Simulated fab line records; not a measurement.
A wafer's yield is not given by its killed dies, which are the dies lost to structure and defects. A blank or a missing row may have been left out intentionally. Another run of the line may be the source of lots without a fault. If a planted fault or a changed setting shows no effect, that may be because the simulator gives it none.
Chamber matching	flow gf180mcu	GF_STI_CMP_25 on cmp-01 has 3 sister chambers
The step polishes, stops on Si3N4, t overpolish 33 s, target thk 524.6 nm. 3 wafers are shown with their chamber, then 5 later ones without.

== WAFERS PAIRED WITH THEIR CHAMBERS ==
wafer	chamber	motorCurrentA (A)
L424.1	0	11.7
L436.2	2	11.9
L436.3	1	12.0

== WAFERS WITH NO CHAMBER GIVEN ==
wafer	motorCurrentA (A)
L436.5	11.9
L442.1	12.6
L442.6	11.4
L443.2	11.7
L443.6	12.3

== WHICH CHAMBER EACH ONE RAN IN ==
wafer	from the rows above	in truth
L436.5	can't be placed: 2 or 1 or 0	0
L442.1	can't be placed: 1 or 2 or 0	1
L442.6	can't be placed: 0 or 2 or 1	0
L443.2	can't be placed: 0 or 2 or 1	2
L443.6	can't be placed: 1 or 2 or 0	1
Placed correctly: 0 of 5. Unplaceable from these rows: 5, with the true chamber sitting among the candidates in 5. Number placed wrongly: 0.
How it was worked out, from the rows above alone: a wafer's distance from a chamber is the root of the sum, over the readings, of the square of ((its reading less the chamber's mean) divided by the reading's scatter). If the next closest chamber is less than 2 further off than the closest, the wafer can't be placed; otherwise it belongs to the closest. A chamber's mean is the mean of its shown wafers. The scatter (one wafer shown for each chamber): square how far every hidden wafer sits from the nearest shown wafer, average those squares and take the square root.
